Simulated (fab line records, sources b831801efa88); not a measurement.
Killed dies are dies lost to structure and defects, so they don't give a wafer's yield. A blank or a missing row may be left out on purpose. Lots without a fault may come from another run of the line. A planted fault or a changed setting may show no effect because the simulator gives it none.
Problem report in the 8D (eight disciplines) form, filled by code | flow sky130 | the parts of the form that need people (team, actions taken, sign-off) are left out

1. THE PROBLEM
oes_product_au at SKY_SONOS_ONO_ETCH_15 reads a mean of 0.813 a.u. on 2 wafers of 1 lot; wafers without a fault read 1.000 a.u. with a standard deviation of 0.0099. That is -19 standard deviations from the usual mean.
The step: etches the open film in CHF3/O2, target depth 19.52 nm, time 7.8 s.
First seen on wafer L984.2, day 16 15:20, on rie_diel-03. The record holds 39 wafers of 13 lots with a number at this step. Rule for "out", or "out of limits": more than 4 standard deviations from the usual mean. The other wafers with a number count as sound.

2. WHAT IT IS AND WHAT IT IS NOT
question                    | is                | is not
which readings at this step | oes_product_au    | drypump_motor_current_A
which lots                  | L984              | L972, L973, L974, L975, L976, L977, L978, L979, L980, L992, L993, L995
which wafers of those lots  | L984.2, L984.4    | L984.3
read on which tools         | rie_diel-03       | rie_diel-01, rie_diel-04
when                        | from day 16 15:20 | up to then (28 sound wafers); but 9 sound wafers of L992, L993, L995 came after

3. SUSPECTS, AND WHAT RULES EACH OUT
Counting: a tool at a process step up to the reading stays a suspect if it ran every lot that is out. Sound lots after the first of them don't rule it out here, since some wafers of a struck lot are sound.
- rie_diel-03 at SKY_SONOS_ONO_ETCH_15 (etches the open film in CHF3/O2, target depth 19.52 nm, time 7.8 s): kept. It ran the lot that is out, L984 (day 16 15:20); its last sound lot up to then is L978 (day 14 09:59). Its own readings are out on those wafers: oes_product_au.
- Within rie_diel-03 at SKY_SONOS_ONO_ETCH_15: the wafers that are out ran in chamber 1; their sound lot-mates ran in chamber 3.
Left after counting: rie_diel-03 at SKY_SONOS_ONO_ETCH_15.

4. THE CAUSE (what the simulator had put in)
Process parameter drift: rie_diel-03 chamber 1, from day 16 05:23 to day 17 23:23, at SKY_SONOS_ONO_ETCH_15. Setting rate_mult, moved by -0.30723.
Counting left only this tool.

5. THE CHAIN OF EFFECTS, in route order
Each row: a reading whose mean over the struck wafers that have a number lies more than 3 standard deviations from the usual. Only readings for which the record gives a usual standard deviation are gone through. hours: the time from each lot's start at the first step in this table that gives one to its start at this step, as a median over the lots. sigmas: the change in usual standard deviations.
hours | step                  | reading            | usual      | on struck wafers | change | sigmas
0     | SKY_SONOS_ONO_ETCH_15 | oes_product_au     | 1.000 a.u. | 0.813            | -0.187 | -19
0     | SKY_SONOS_ONO_ETCH_15 | throttle_valve_pct | 8.825 %    | 8.785            | -0.040 | -4.4
The process steps in it:
- SKY_SONOS_ONO_ETCH_15: etches the open film in CHF3/O2, target depth 19.52 nm, time 7.8 s.

6. WHAT WOULD HAVE CAUGHT IT SOONER
In this record the first reading out of limits was taken at day 16 15:20, 10 hours after the fault began at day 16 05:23.
